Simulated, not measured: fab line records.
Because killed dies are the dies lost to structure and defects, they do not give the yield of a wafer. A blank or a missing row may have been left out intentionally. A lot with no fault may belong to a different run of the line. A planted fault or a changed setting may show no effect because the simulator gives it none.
Chamber matching    flow gf180mcu    GF_V2_CMP_04 on cmp-02: 4 sister chambers
The step polishes SiO2. 4 wafers are shown with their chamber, then 12 later ones without.

WAFERS WITH THEIR CHAMBER
wafer   chamber  motor-current-A (A)
L085.3  2        10.5
L088.5  3        12.0
L091.4  1        12.5
L091.6  0        10.8

WAFERS WHOSE CHAMBER IS MISSING
wafer   motor-current-A (A)
L092.1  10.9
L092.2  13.8
L092.6  10.2
L094.1  10.1
L094.3  11.6
L094.6  10.1
L096.4  11.9
L096.5  10.9
L096.6  13.8
L097.1  13.7
L097.4  10.3
L097.5  10.4

WHICH CHAMBER EACH WENT THROUGH
wafer   from the rows above                in truth
L092.1  can't be placed: 0 or 2 or 3       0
L092.2  can't be placed: 1 or 3            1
L092.6  can't be placed: 2 or 0            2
L094.1  can't be placed: 2 or 0            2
L094.3  can't be placed: 3 or 0 or 1 or 2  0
L094.6  can't be placed: 2 or 0            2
L096.4  can't be placed: 3 or 1 or 0 or 2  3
L096.5  can't be placed: 0 or 2 or 3       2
L096.6  can't be placed: 1 or 3            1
L097.1  can't be placed: 1 or 3            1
L097.4  can't be placed: 2 or 0            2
L097.5  can't be placed: 2 or 0            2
0 of 12 placed correctly. Can't be placed from these rows: 12 (the true chamber is among the candidates in 12). 0 placed wrongly.
How it was worked out, from the rows above alone: a wafer's distance from a chamber is the root of the sum, over the readings, of the square of ((its reading less the chamber's mean) divided by the reading's scatter). The wafer belongs to the nearest chamber; if the next one is less than 2 further off, it can't be placed. Each chamber's mean is taken over the wafers shown for it. The scatter: root of mean squared gap, hidden wafer to nearest shown wafer, with one shown wafer a chamber.
